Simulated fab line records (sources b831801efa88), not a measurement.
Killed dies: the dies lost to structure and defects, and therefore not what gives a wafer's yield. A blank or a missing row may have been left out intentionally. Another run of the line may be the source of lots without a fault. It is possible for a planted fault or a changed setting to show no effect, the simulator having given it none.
fab line records    flow gf180mcu
[record] lots = 6  wafers = 18  last-day = 34
route steps=602 shown V5@558 TOP_METAL@567
lots untouched by any fault: they come from a run of this same line in which no faults occurred
start-h: the number of hours between the record's first day and the start of the first shown wafer of the lot    wait-h: how many hours have passed since the lot's step before this one    " identical to the entry in the row above    L1.1+2: one row covering several wafers at once    - value missing, or start not given    * or withheld: withheld    < > ~ a bound
route shown NAME@n: a module of which the file shows steps, and the number in the route of the first    usual: mean/standard deviation taken from wafers without a fault    same: alike in all rows    chamber/n: place in a boat    sites: the reading at each site    _std_site: the values' standard deviation    _edge_site: the outer-site mean with the inner-site mean subtracted    radius-mm: for every site, how far away it sits from the centre of the wafer    mask NAME#n: copy n    behind: the most recent tool/chamber to have shaped the wafer    hold: what put the lot on hold/how long, in hours/how the hold closed    device: which transistor (n, p or np) failed to switch    end of line: the same wafers' tests at the end of the route    a step with no rows: only its recipe    killed: dies that structure and defects cost at the first sort, which is not the same as the wafer's yield    map: per-die view of a wafer (x killed, . not killed, _ where there is no die)
set.NAME: the setting as run; set.NAME@STEP: as run at that earlier step    model.NAME: the simulator's own value behind a step, which no gauge read
lots at selected steps of the route; one table per step, one row per wafer
services: when a tool's chamber went out of use (start-h, in hours from the record's first day, below 0 if earlier), for how many hours, and the reason
[[steps]]
[step GF_V5_STRIP_18]
[recipe] chemistry = O2/N2  power-w = 1400  pressure-mtorr = 1500  platen-temp-c = 250  o2-flow-sccm = 3000  n2-flow-sccm = 300  overash-fraction = 0.5
[usual] drypump-motor-current-A = 5.6/0.43  heater-power-w = 344/23  n2-flow-sccm = 300.1/0.95  oes-product-au = 0.568/0.0048  platen-temp-c = 250.00/0.17
lot.wafer  tool             chamber  start-h  wait-h  drypump-motor-current-A  heater-power-w  n2-flow-sccm  oes-product-au  platen-temp-c  rf-hours-counter-h
L456.1     plasma-asher-01  1        660.51   -       6.1                      345             301.0         0.567           250.09         100
L456.2     "                0        "        "       5.3                      322             301.1         0.572           249.96         100
L456.4     "                1        "        "       6.1                      341             301.4         0.557           249.76         -
L462.2     plasma-asher-04  1        700.86   -       5.6                      393             299.8         0.567           250.03         95
L462.3     "                0        "        "       4.8                      335             300.4         0.565           249.95         -
L462.4     "                1        "        "       5.7                      392             300.1         0.570           250.42         -
L463.2     plasma-asher-01  0        711.56   -       5.3                      318             301.6         0.564           249.83         105
L463.3     "                0        "        "       5.3                      326             301.5         0.571           249.69         -
L463.5     "                0        "        "       5.3                      319             300.2         0.559           249.78         -
L473.1     plasma-asher-01  1        773.16   -       6.1                      342             299.3         0.569           250.08         3
L473.3     "                0        "        "       5.3                      315             301.5         0.572           249.97         -
L473.6     "                0        "        "       5.3                      315             300.6         0.569           250.17         -
L474.1     plasma-asher-04  0        776.71   -       4.8                      323             300.4         0.567           249.76         102
L474.2     "                1        "        "       5.7                      394             302.4         0.571           249.83         102
L474.5     "                1        "        "       5.7                      391             300.2         0.562           249.84         -
L475.2     plasma-asher-01  1        781.26   -       6.1                      347             300.7         0.566           250.06         4
L475.5     "                0        "        "       5.3                      313             299.4         0.570           249.93         -
L475.6     "                1        "        "       6.1                      345             300.3         0.565           250.12         -
[step GF_V5_STRIP_19]
[recipe] chemistry = post-etch-residue-remover  time-s = 1200  temp-c = 72.5
[step GF_V5_CLEAN_20]
[recipe] chemistry = DIW  dry = n2-spin
[step GF_V5_SPUTTER_21]
[recipe] material = Ti  target-thk-nm = 15  chamber-pressure-pa = 5  power-w = 2500  substrate-temp-c = 200  time-s = 80.02
[step GF_V5_SPUTTER_22]
[recipe] material = TiN  target-thk-nm = 10  chamber-pressure-pa = 5  power-w = 4000  time-s = 40
[step GF_V5_CVD_23]
[recipe] material = W  target-thk-nm = 350  time-s = 104.9  temp-c = 400  pressure-torr = 40
[usual] heater-power-w = 836/66
lot.wafer  tool      chamber  start-h  wait-h  heater-power-w  since-wet-clean-h
L456.1     cvd-w-01  0        661.20   0.0     864             757
L456.2     "         1        "        "       770             757
L456.4     "         0        "        "       883             -
L462.2     cvd-w-02  1        701.52   0.0     917             298
L462.3     "         0        "        "       742             -
L462.4     "         1        "        "       923             -
L463.2     cvd-w-01  0        712.19   0.0     894             808
L463.3     "         0        "        "       891             -
L463.5     "         0        "        "       880             -
L473.1     cvd-w-02  0        773.82   0.0     764             370
L473.3     "         1        "        "       935             -
L473.6     "         1        "        "       935             -
L474.1     cvd-w-01  1        777.37   0.0     792             873
L474.2     "         0        "        "       859             873
L474.5     "         1        "        "       804             -
L475.2     cvd-w-01  0        781.96   0.0     878             878
L475.5     "         1        "        "       799             -
L475.6     "         0        "        "       902             -
[step GF_V5_RS_MEAS_24]
[recipe] thk-meas-gauge = four-point-probe  reads = W_of_V5_CVD_23+TiN_of_V5_SPUTTER_22+Ti_of_V5_SPUTTER_21
[usual] V5_W_RS = 0.3274/0.0029
lot.wafer  tool           chamber  start-h  wait-h  V5_W_RS[ohm/sq]
L456.1     film-metro-02  -        661.32   0.1     0.3272
L456.2     "              -        "        "       0.3300
L456.4     "              -        "        "       0.3342
L462.2     film-metro-03  -        701.65   0.1     0.3293
L462.3     "              -        "        "       0.3292
L462.4     "              -        "        "       0.3275
L463.2     film-metro-02  -        712.32   0.1     0.3243
L463.3     "              -        "        "       0.3250
L463.5     "              -        "        "       0.3288
L473.1     film-metro-01  -        773.94   0.1     0.3273
L473.3     "              -        "        "       0.3238
L473.6     "              -        "        "       0.3276
L474.1     film-metro-02  -        777.49   0.1     0.3278
L474.2     "              -        "        "       0.3290
L474.5     "              -        "        "       0.3260
L475.2     film-metro-03  -        782.09   0.1     0.3250
L475.5     "              -        "        "       0.3249
L475.6     "              -        "        "       0.3278
[step GF_V5_THK_MEAS_25]
[recipe] thk-meas-gauge = xrf  reads = W_of_V5_CVD_23
[usual] V5_W_THK = 344/4.1
lot.wafer  tool           chamber  start-h  wait-h  V5_W_THK[nm]
L456.1     film-metro-02  -        661.44   0.1     347
L456.2     "              -        "        "       344
L456.4     "              -        "        "       339
L462.2     film-metro-03  -        701.76   0.1     345
L462.3     "              -        "        "       345
L462.4     "              -        "        "       348
L463.2     film-metro-02  -        712.43   0.1     349
L463.3     "              -        "        "       345
L463.5     "              -        "        "       343
L473.1     film-metro-01  -        774.06   0.1     341
L473.3     "              -        "        "       344
L473.6     "              -        "        "       342
L474.1     film-metro-02  -        777.61   0.1     342
L474.2     "              -        "        "       339
L474.5     "              -        "        "       342
L475.2     film-metro-03  -        782.20   0.1     346
L475.5     "              -        "        "       348
L475.6     "              -        "        "       344
[step GF_V5_CMP_26]
[recipe] stop-on = SiO2  down-force-psi = 3.5  platen-rpm = 60  t-overpolish-s = 15  target-thk-nm = 0  pad-velocity-m-s = 0.94248
[usual] motor-current-A = 10.7/0.58  overpolish-run-s = 14.999/0.0088  time-to-endpoint-s = 84/4.2
lot.wafer  tool    chamber  start-h  wait-h  motor-current-A  overpolish-run-s  time-to-endpoint-s
L456.1     cmp-01  3        661.55   0.1     11.4             14.997            77
L456.2     "       0        "        "       11.4             14.993            83
L456.4     "       1        "        "       10.4             14.989            83
L462.3     cmp-02  3        701.81   0.0     10.2             14.996            80
L462.4     "       1        "        "       10.4             14.994            84
L462.2     "       2        "        "       10.6             14.992            86
L463.2     cmp-01  2        712.53   0.1     10.4             14.991            82
L463.3     "       0        "        "       11.5             14.993            90
L463.5     "       2        "        "       10.9             14.987            80
L473.1     cmp-02  2        774.51   0.4     10.4             14.997            82
L473.3     "       3        "        "       10.6             14.997            84
L473.6     "       3        "        "       10.9             14.998            79
L474.2     cmp-02  1        777.67   0.0     11.2             14.993            82
L474.1     "       3        "        "       10.6             15.005            79
L474.5     "       2        "        "       10.9             15.018            82
L475.2     cmp-01  3        782.40   0.2     11.3             15.013            83
L475.5     "       0        "        "       11.3             14.989            87
L475.6     "       1        "        "       9.7              14.985            84
[step GF_TOP_METAL_SPUTTER_00]
[recipe] material = Ti  target-thk-nm = 37.5  arriving-ion-energy-ev = 80  substrate-temp-c = 200  chamber-pressure-pa = 2  power-w = 4000  time-s = 150
[step GF_TOP_METAL_SPUTTER_01]
[recipe] material = TiN  target-thk-nm = 30  power-w = 6500  time-s = 25  chamber-pressure-pa = 0.4
[usual] cathode-dc-power-W = 6500.1/1.2  chamber-pressure-pa = 0.4000/0.00088  throttle-valve-pct = 30.0/1.2
lot.wafer  tool            chamber  start-h  wait-h  cathode-dc-power-W  chamber-pressure-pa  throttle-valve-pct
L456.1     pvd-sputter-01  -        661.90   0.1     6499.4              0.4004               30.3
L456.2     "               -        "        "       6500.7              0.3995               31.0
L456.4     "               -        "        "       6498.1              0.4009               30.9
L462.2     pvd-sputter-02  -        702.21   0.1     6501.7              0.3990               29.0
L462.3     "               -        "        "       6499.9              0.4005               29.5
L462.4     "               -        "        "       6500.1              0.3983               27.8
L463.2     pvd-sputter-01  -        712.88   0.1     6499.6              0.4027               30.3
L463.3     "               -        "        "       6498.0              0.4011               29.9
L463.5     "               -        "        "       6502.3              0.4004               30.0
L473.1     pvd-sputter-04  -        774.91   0.1     6499.7              0.3991               30.3
L473.3     "               -        "        "       6498.9              0.3980               30.0
L473.6     "               -        "        "       6500.5              0.4007               31.8
L474.1     pvd-sputter-01  -        778.07   0.1     6500.4              0.4003               31.2
L474.2     "               -        "        "       6500.3              0.3998               28.9
L474.5     "               -        "        "       6500.5              0.4007               29.8
L475.2     pvd-sputter-04  -        782.65   0.1     6502.0              0.3997               31.7
L475.5     "               -        "        "       6502.2              0.3995               31.9
L475.6     "               -        "        "       6497.5              0.3998               30.4
[step GF_TOP_METAL_SPUTTER_02]
[recipe] material = AlCu  target-thk-nm = 900  power-w = 10600  chamber-pressure-pa = 0.3  substrate-temp-c = 250  gas = Ar  time-s = 47.82
[step GF_TOP_METAL_SPUTTER_03]
[recipe] material = Ti  target-thk-nm = 5  substrate-temp-c = 300  chamber-pressure-pa = 0.3  power-w = 3000  time-s = 3.3
[usual] cathode-dc-power-W = 3000.0/0.59  chamber-pressure-pa = 0.3000/0.00063  substrate-temp-c = 299.99/0.18  throttle-valve-pct = 30.0/1.2
lot.wafer  tool            chamber  start-h  wait-h  cathode-dc-power-W  chamber-pressure-pa  substrate-temp-c  throttle-valve-pct
L456.1     pvd-sputter-01  -        661.97   0.0     2999.9              0.3004               299.89            29.9
L456.2     "               -        "        "       3000.2              0.3000               300.31            31.0
L456.4     "               -        "        "       3000.8              0.3006               300.11            31.1
L462.2     pvd-sputter-02  -        702.29   0.0     3000.2              0.2998               299.97            29.2
L462.3     "               -        "        "       3000.3              0.3005               299.86            29.6
L462.4     "               -        "        "       3001.3              0.3006               299.99            27.7
L463.2     pvd-sputter-01  -        712.96   0.0     3000.7              0.3002               300.08            30.1
L463.3     "               -        "        "       3000.0              0.3005               299.82            30.0
L463.5     "               -        "        "       3000.4              0.3004               299.82            29.9
L473.1     pvd-sputter-04  -        774.98   0.0     -                   -                    -                 -
L473.3     "               -        "        "       -                   -                    -                 -
L473.6     "               -        "        "       -                   -                    -                 -
L474.1     pvd-sputter-01  -        778.14   0.0     -                   -                    -                 -
L474.2     "               -        "        "       -                   -                    -                 -
L474.5     "               -        "        "       -                   -                    -                 -
L475.2     pvd-sputter-04  -        782.72   0.0     3000.2              0.3005               299.97            32.1
L475.5     "               -        "        "       2999.8              0.3011               300.22            31.7
L475.6     "               -        "        "       2999.6              0.2985               299.65            30.6
[step GF_TOP_METAL_SPUTTER_04]
[recipe] material = TiN  target-thk-nm = 25  power-w = 6500  time-s = 20.8  chamber-pressure-pa = 0.4
[usual] cathode-dc-power-W = 6500.1/1.2  chamber-pressure-pa = 0.4001/0.00075  throttle-valve-pct = 30.0/1.2
lot.wafer  tool            chamber  start-h  wait-h  cathode-dc-power-W  chamber-pressure-pa  throttle-valve-pct
L456.1     pvd-sputter-01  -        661.99   0.0     6500.1              0.3983               30.0
L456.2     "               -        "        "       6501.6              0.4004               30.9
L456.4     "               -        "        "       6498.8              0.3998               31.0
L462.2     pvd-sputter-02  -        702.31   0.0     6500.6              0.3996               29.2
L462.3     "               -        "        "       6502.7              0.4017               29.5
L462.4     "               -        "        "       6498.1              0.3988               27.8
L463.2     pvd-sputter-01  -        712.97   0.0     6500.6              0.3997               30.1
L463.3     "               -        "        "       6502.1              0.4004               29.9
L463.5     "               -        "        "       6499.5              0.4011               29.9
L473.1     pvd-sputter-04  -        775.00   0.0     6499.9              0.3999               30.5
L473.3     "               -        "        "       6499.5              0.4000               29.9
L473.6     "               -        "        "       6501.1              0.4008               31.6
L474.1     pvd-sputter-01  -        778.16   0.0     6500.2              0.4007               31.3
L474.2     "               -        "        "       6499.4              0.3993               29.0
L474.5     "               -        "        "       6498.1              0.3995               29.8
L475.2     pvd-sputter-04  -        782.74   0.0     6501.3              0.3998               31.8
L475.5     "               -        "        "       6498.9              0.3997               31.6
L475.6     "               -        "        "       6499.4              0.4003               30.4
[[services]]
tool             chamber  start-h  hours  kind
pvd-sputter-01   -        650.97   0.6    repair
cmp-01           -        657.37   0.6    repair
cvd-w-01         0        687.83   2.4    repair
cvd-w-01         -        696.23   1.3    repair
cmp-01           -        714.34   1.8    repair
cmp-01           -        719.58   7.2    pm
plasma-asher-01  -        733.75   9.0    pm
plasma-asher-01  0        733.75   9.0    vent-cycle
plasma-asher-01  1        733.75   9.0    vent-cycle
pvd-sputter-02   -        737.25   0.8    repair
plasma-asher-01  0        742.75   -      clean
plasma-asher-01  1        742.75   -      clean
cmp-02           -        744.60   4.0    pm
pvd-sputter-04   -        748.01   3.7    repair
cmp-02           -        748.60   -      consumable-replace:conditioner
cmp-02           -        748.60   -      consumable-replace:pad
cmp-02           -        767.34   6.6    pm
pvd-sputter-02   -        769.98   22.8   repair
cmp-01           -        772.91   1.7    repair
cmp-02           -        775.95   1.3    repair
[[key]]
[first-sign] step = GF_TOP_METAL_SPUTTER_03  reading = tool-record  direction = missing
effect none on later readings
met-at GF_TOP_METAL_SPUTTER_03
struck-wafers L473.1,L473.3,L473.6,L474.1,L474.2,L474.5
later-rows-left-out L473.1,L473.3,L473.6,L474.1,L474.2,L474.5
sort-left-out L473.1,L473.3,L473.6,L474.1,L474.2,L474.5
onset-between 712.96 774.98
[fault] kind = skipped-step-whole  tool = pvd-sputter-01,pvd-sputter-04  chamber = -  onset-h = 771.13  steps = GF_TOP_METAL_SPUTTER_03  scope = struck-lots-only
// sort-left-out: the simulated sort isn't trusted on such a fault, so these wafers' sort isn't shown, and their yield isn't known
// later-rows-left-out: the simulator's readings of these wafers behind a module that went badly wrong aren't trusted and aren't shown, but for the sort
